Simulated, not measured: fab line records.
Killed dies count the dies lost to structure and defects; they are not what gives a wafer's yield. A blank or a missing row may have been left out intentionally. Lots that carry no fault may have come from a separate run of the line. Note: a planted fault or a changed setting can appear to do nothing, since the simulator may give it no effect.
Which tool is to blame?    flow sky130    12 lots, 36 wafers sampled, at 1 step of a route of 708

## WHAT THE GAUGES READ, wafer by wafer
SKY_VT_ADJUST_LVTN_OVL_MEAS_18.
lot   measured      on          VT_ADJUST_LVTN_01_OVL (nm)
L075  day 7 21:35   overlay-02  0.2 -2.6 1.0
L077  day 8 13:03   overlay-01  2.0 2.5 2.2
L079  day 9 04:14   overlay-01  0.5 -0.3 -0.4
L081  day 9 20:34   overlay-02  4.3 2.0 3.4
L083  day 10 05:49  overlay-02  3.0 1.2 2.0
L085  day 10 21:01  overlay-02  0.6 1.5 1.7
L087  day 11 11:00  overlay-01  -0.1 1.9 1.5
L089  day 11 17:47  overlay-02  -0.2 2.0 1.2
L091  day 12 11:11  overlay-02  0.8 2.0 1.7
L093  day 13 02:37  overlay-01  1.5 1.7 2.0
L095  day 13 18:41  overlay-02  -2.2 -1.2 0.5
L097  day 14 16:07  overlay-01  2.0 2.5 2.8

## TOOL THAT RAN EACH LOT (tool first, then ch and the chambers of the sampled wafers, then the start)
Before these readings, the record contains no process step.

## THE ANSWER, worked out from the rows above alone
Rule: usual is defined by the lots themselves. The widest of any qualifying gaps counts: lots, ordered by their means at a reading, are off when they make up no more than a third of the lots, leave a main group of 4 or more, and stand apart from it by 3 or more times the standard deviation of that group's means. The tables above print the reading to a certain number of digits; a main group whose means all agree to those digits is not used. Also off: a lot with no number at a reading for which 4 or more lots have one. All remaining lots with rows at the step are treated as sound.
No lot is off on any of the readings shown, so nothing can be concluded from this.

## WHAT THE SIMULATOR HAD INSERTED
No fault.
